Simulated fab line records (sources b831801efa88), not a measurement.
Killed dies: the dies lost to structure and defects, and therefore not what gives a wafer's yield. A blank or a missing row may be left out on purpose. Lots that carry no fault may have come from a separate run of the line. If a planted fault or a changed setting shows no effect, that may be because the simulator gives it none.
One fault through the eyes of 2 desks    flow sfqLine    each desk holds nothing but its own numbers, with what lay behind them at the end

## THE TOOL OWNER'S DESK: lithoTrack-02
The tool's own readings at SFQ_TRILAYER_I6_VIA_LITHO_DEVELOP_171 (time 60 s): means of the sampled wafers that have a number, for each lot that ran on this tool. Any lot whose mean is over 4 standard deviations away from the usual mean is out of limits and marked OUT; that distance is given in the brackets.
Columns: A = chillPlateTempC at SFQ_TRILAYER_I6_VIA_LITHO_DEVELOP_171, usual 23.01 C; B = exhaustPa at SFQ_TRILAYER_I6_VIA_LITHO_DEVELOP_171, usual 45.1 Pa
lot   first seen here  A      B
L263  day 67 12:31     22.78  45.9
L270  day 72 18:52     23.11  46.2
L271  day 73 23:35     23.00  45.3
L273  day 74 10:13     22.99  45.0
L275  day 74 20:17     23.21  45.6
L276  day 74 22:31     22.91  46.1
This desk's verdict: no lot among the 6 shows anything out of limits.

## FROM THE METROLOGY DESK
What the gauges read, lot by lot, whatever tool the lot ran on: means of the sampled wafers that have a number. Any lot whose mean is over 4 standard deviations away from the usual mean is out of limits and marked OUT; that distance is given in the brackets.
Columns: A = R5_OVL at SFQ_R5_OVL_MEAS_935, usual 2 nm
lot   first seen here  A
L254  day 50 22:40     -4
L255  day 51 04:37     7
L256  day 51 12:33     5
L258  day 51 13:45     6
L261  day 55 16:56     -3
L262  day 56 19:19     3
L263  day 57 03:43     4
L270  day 62 18:46     -3
L271  day 67 23:43     3
L272  day 68 00:55     12
L273  day 68 03:20     5
L274  day 68 06:28     11
L275  day 70 01:14     7
L276  day 70 02:26     1
This desk's verdict: no lot among the 14 shows anything out of limits.

## TAKEN TOGETHER
Nothing out of limits was seen by the tool owner's desk.
The metrology desk saw nothing out of limits.

## WHAT WAS PUT IN BY THE SIMULATOR
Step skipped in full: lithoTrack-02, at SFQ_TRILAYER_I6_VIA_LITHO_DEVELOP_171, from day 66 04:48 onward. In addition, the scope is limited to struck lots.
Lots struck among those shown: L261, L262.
